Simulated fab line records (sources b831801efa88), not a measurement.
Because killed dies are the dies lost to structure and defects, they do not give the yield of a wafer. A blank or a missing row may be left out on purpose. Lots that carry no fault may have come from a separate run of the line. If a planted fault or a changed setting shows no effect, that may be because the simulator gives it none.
Matching of chambers	flow sky130	4 sister chambers for SKY_FIELD_ISO_ETCH_17 on rieSi-02
The step etches Si in HBr/Cl2/O2, target depth 342 nm, time 97.7 s. 14 wafers are shown with their chamber, then 7 later ones without.

WAFERS, EACH WITH ITS CHAMBER
wafer	chamber	oesProductAu (a.u.)	throttleValvePct (%)
L076.1	0	1.007	25.647
L076.2	3	1.000	25.659
L076.3	2	1.019	25.646
L076.4	1	1.010	25.648
L076.5	2	1.017	25.649
L076.6	3	1.008	25.660
L079.2	0	1.006	25.650
L079.4	2	1.024	25.640
L079.6	0	1.004	25.659
L083.1	0	1.008	25.660
L083.2	3	1.003	25.647
L083.4	1	1.011	25.670
L084.2	1	1.024	25.631
L084.3	3	0.997	25.661

SIGNATURES, as means of the wafers listed above
reading	chamber 0	chamber 1	chamber 2	chamber 3	scatter within a chamber
oesProductAu	1.00625	1.01500	1.02000	1.00200	0.00472
throttleValvePct	25.65400	25.64967	25.64500	25.65675	0.0103
Rule: for a wafer and a chamber, the distance is found by dividing, reading by reading, the gap between the wafer's reading and the chamber's mean by the reading's scatter, squaring, summing and taking the root. If the next closest chamber is less than 2 further off than the closest, the wafer can't be placed; otherwise it belongs to the closest. The scatter: the root of (the sum of the squares of (reading less its chamber's mean) over the shown wafers, divided by (wafers less chambers)).

WAFERS WITHOUT THEIR CHAMBER
wafer	oesProductAu (a.u.)	throttleValvePct (%)
L084.4	1.018	25.627
L090.1	1.015	25.648
L090.2	1.010	25.644
L090.5	1.004	25.643
L097.2	1.003	25.644
L097.4	1.016	25.665
L097.6	1.010	25.652

EACH ONE'S CHAMBER
wafer	from the rows above	in truth
L084.4	can't be placed: 2 or 1 or 0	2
L090.1	can't be placed: 1 or 2 or 0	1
L090.2	can't be placed: 1 or 0 or 3 or 2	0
L090.5	can't be placed: 0 or 3 or 1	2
L097.2	can't be placed: 0 or 3 or 1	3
L097.4	can't be placed: 1 or 2 or 0 or 3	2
L097.6	can't be placed: 0 or 1 or 3 or 2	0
Correctly placed: 0 of 7. Not placeable from these rows: 7 (in 6, the candidates include the true chamber). 0 placed wrongly.
